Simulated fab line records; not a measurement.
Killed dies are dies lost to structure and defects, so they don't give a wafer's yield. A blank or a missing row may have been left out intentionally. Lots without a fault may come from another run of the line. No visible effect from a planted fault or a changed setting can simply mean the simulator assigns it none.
Comparing a struck lot with a sound one :: flow gf180mcu :: 16 out of 602 route steps
Sound: the wafers L534.2, L534.5, L534.6. Struck: wafer L549.2; the same lot's L549.4 was not struck, so it is left out; see the end for the cause.
Per side, at each step with rows, come the tool, then ch with its chambers, and then its first start. Under that, the readings that differ: sound wafers :: struck wafers :: difference of the means :: sigmas: that difference in standard deviations of wafers without a fault.
alike: same words and numbers on both sides, and readings whose means sit less than 2 such deviations apart. not compared: any withheld reading, any reading some wafer has no value for, any bound like >300 that may hide the same value, and any number with overlapping values for which the record gives no deviation.
Wherever a step has rows on one side only, a row that says differs or no value, or a row with sigmas, the two part there. When numbers do not overlap yet have no deviation, they are printed without sigmas and do not part them. Lack of a reading on every wafer of one side parts them only where that side has two or more wafers.

GF_STI_THK_MEAS_02:
  struck on filmMetro-04, day 5 05:31; sound on filmMetro-03, day 2 02:31
reading: STI_OXIDATION_THK (nm)
sound: 10.18 10.43 10.24
struck: 9.79
difference: -0.49
sigmas: -2
then, 1 step without rows for these wafers: GF_STI_CVD_03 (deposits Si3N4 from DCS/NH3, target thk 207.16 nm, time 3551 s).
GF_STI_THK_MEAS_04:
  struck on filmMetro-03, day 5 07:34; sound on filmMetro-04, day 2 04:34
  alike: STI_CVD_03_THK
then, 7 steps without rows for these wafers: GF_STI_DEHYDRATE_05 (time 60 s); GF_STI_HMDS_06 (prime time 60 s); GF_STI_COAT_07 (resist thk 700 nm); GF_STI_SOFTBAKE_08 (time 60 s); GF_STI_EXPOSE_09 (exposes mask COMP, target cd 220 nm); GF_STI_PEB_10 (peb time 90 s); GF_STI_DEVELOP_11 (develop time 60 s).
GF_STI_CD_MEAS_12: target cd 220 nm.
  struck on cdSem-02, day 5 22:01; sound on cdSem-02, day 2 16:37
  alike: cdNm
GF_STI_ETCH_13: etches the open film in CHF3/O2, stops on Si, target depth 282.31 nm, time 112.9 s.
  sound on rieDiel-01 ch 1,2,3, day 2 16:43; struck on rieDiel-03 ch 1, day 5 22:07
  alike: chf3FlowSccm, drypumpMotorCurrentA, oesProductAu, runLengthS, throttleValvePct
  not compared: rfHoursCounterH
GF_STI_ETCH_14: etches Si in HBr/Cl2/O2, target depth 360 nm, time 102.9 s.
  sound on rieSi-01 ch 0,3, day 2 16:47; struck on rieSi-02 ch 2, day 5 22:11
reading: runLengthS (s)
sound: 131.3 130.4 131.8
struck: 84.6
difference: -46.6
sigmas: -99 or more

reading: model.etch.depthNm (nm)
sound: 356.2 364.7 357.1
struck: 194.4
difference: -164.9
sigmas: 

reading: model.STI.featureDepthNm (nm)
sound: 356.2 364.7 357.1
struck: 194.4
difference: -164.9
sigmas: 

reading: model.KrF_of_STI_COAT_07.thkNm (nm)
sound: 324.9 320.3 321.8
struck: 375.5
difference: +53.2
sigmas: 
  alike: drypumpMotorCurrentA, oesProductAu, throttleValvePct
  not compared: rfHoursCounterH
GF_STI_STRIP_15: strips in O2/N2.
  sound on plasmaAsher-02 ch 0,1, day 2 16:52; struck on plasmaAsher-02 ch 1, day 5 22:16
reading: o2FlowSccm (sccm)
sound: 2988 2993 2997
struck: 3024
difference: +31
sigmas: +3

reading: oesProductAu (a.u.)
sound: 0.389 0.381 0.391
struck: 0.404
difference: +0.017
sigmas: +4

reading: stripTimeToEndpointS (s)
sound: 3.78 3.74 3.74
struck: 4.32
difference: +0.57
sigmas: +17
  alike: drypumpMotorCurrentA, heaterPowerW, platenTempC
  not compared: rfHoursCounterH
then, 1 step without rows for these wafers: GF_STI_CLEAN_16 (cleans in dHF, time 25 s).
-- the record jumps here: 28 days lie between the struck wafers' starts before and after (it left off in module STI and takes up again in module PASSIVATION, whose first step shown is number 602 of the route) --
GF_PASSIVATION_PROBE_99:
  struck on prober-02, day 33 23:06; sound on prober-02, day 30 01:49
reading: model.etest.pwellInDnwell.lineOhmUm
sound: 3958 4085 4022
struck: 2842
difference: -1180
sigmas: 

reading: model.etest.ldpmos_10p0.rOnOhmUm
sound: 1.111e+04 1.124e+04 1.117e+04
struck: 9940
difference: -1233
sigmas: 

reading: model.etest.pwellInDnwell.rsOhmSq
sound: 2382 2445 2386
struck: 1727
difference: -677
sigmas: 

reading: model.etest.ldnmos_10p0.rOnOhmUm
sound: 3683 3759 3742
struck: 3060
difference: -668
sigmas: 

reading: model.etest.pDrift.rsOhmSq
sound: 2405 2489 2433
struck: 1847
difference: -595
sigmas: 

reading: model.etest.nDrift.rsOhmSq
sound: 1255 1290 1260
struck: 833.3
difference: -435.0
sigmas: 

reading: model.etest.nwell.lineOhmUm
sound: 1138 1143 1119
struck: 890.4
difference: -242.9
sigmas: 

reading: model.etest.nwell.rsOhmSq
sound: 977.4 996.7 980.5
struck: 766.5
difference: -218.4
sigmas: 

## WHERE THEY PART
Earliest at GF_STI_THK_MEAS_02; latest, in this record, at GF_STI_STRIP_15.

WHY: the cause the simulator had injected
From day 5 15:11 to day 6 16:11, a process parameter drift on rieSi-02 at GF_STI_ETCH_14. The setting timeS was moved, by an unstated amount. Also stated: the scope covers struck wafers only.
